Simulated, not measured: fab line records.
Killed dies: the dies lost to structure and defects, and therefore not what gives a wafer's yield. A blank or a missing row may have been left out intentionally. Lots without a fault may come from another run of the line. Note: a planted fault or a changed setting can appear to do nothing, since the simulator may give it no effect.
What tool caused it? || flow gf180mcu || 11 lots, 33 wafers sampled, at 1 step of a route of 602

WHAT EACH GAUGE READ, for each wafer
GF_V2_RS_MEAS_24: uses a four-point probe to measure.
{"lot": "L540", "measured": "day 20 17:10", "on": "film metro-02", "V2_W_RS (ohm/sq)": "0.329 0.331 0.338"}
{"lot": "L543", "measured": "day 21 06:05", "on": "film metro-01", "V2_W_RS (ohm/sq)": "0.330 0.331 0.329"}
{"lot": "L548", "measured": "day 23 14:32", "on": "film metro-01", "V2_W_RS (ohm/sq)": "0.325 0.335 0.329"}
{"lot": "L549", "measured": "day 23 22:17", "on": "film metro-02", "V2_W_RS (ohm/sq)": "0.327 0.331 0.325"}
{"lot": "L555", "measured": "day 25 22:14", "on": "film metro-04", "V2_W_RS (ohm/sq)": "0.337 0.333 0.332"}
{"lot": "L554", "measured": "day 25 23:32", "on": "film metro-01", "V2_W_RS (ohm/sq)": "0.335 0.332 0.333"}
{"lot": "L557", "measured": "day 26 12:36", "on": "film metro-04", "V2_W_RS (ohm/sq)": "0.333 0.333 0.333"}
{"lot": "L558", "measured": "day 27 00:06", "on": "film metro-04", "V2_W_RS (ohm/sq)": "0.328 0.331 0.333"}
{"lot": "L559", "measured": "day 27 08:18", "on": "film metro-01", "V2_W_RS (ohm/sq)": "0.328 0.327 0.327"}
{"lot": "L560", "measured": "day 27 12:17", "on": "film metro-04", "V2_W_RS (ohm/sq)": "0.328 0.326 0.332"}
{"lot": "L563", "measured": "day 28 07:18", "on": "film metro-02", "V2_W_RS (ohm/sq)": "0.326 0.324 0.322"}

TOOL THAT RAN EACH LOT (tool first, then ch and the chambers of the sampled wafers, then the start)
Record: no process step prior to these readings.

THE ANSWER, worked out from the rows above alone
Rule: the lots themselves supply what counts as usual. The widest of any qualifying gaps counts: lots, ordered by their means at a reading, are off when they make up no more than a third of the lots, leave a main group of 4 or more, and stand apart from it by 3 or more times the standard deviation of that group's means. If all means in a main group match to the digits the tables above print for the reading, that group is not used. A lot without any number at a reading at which 4 lots or more have one is off too. All remaining lots with rows at the step are treated as sound.
None of the lots is off at any reading shown; this tells nothing.

WHAT THE SIMULATOR HAD PUT IN
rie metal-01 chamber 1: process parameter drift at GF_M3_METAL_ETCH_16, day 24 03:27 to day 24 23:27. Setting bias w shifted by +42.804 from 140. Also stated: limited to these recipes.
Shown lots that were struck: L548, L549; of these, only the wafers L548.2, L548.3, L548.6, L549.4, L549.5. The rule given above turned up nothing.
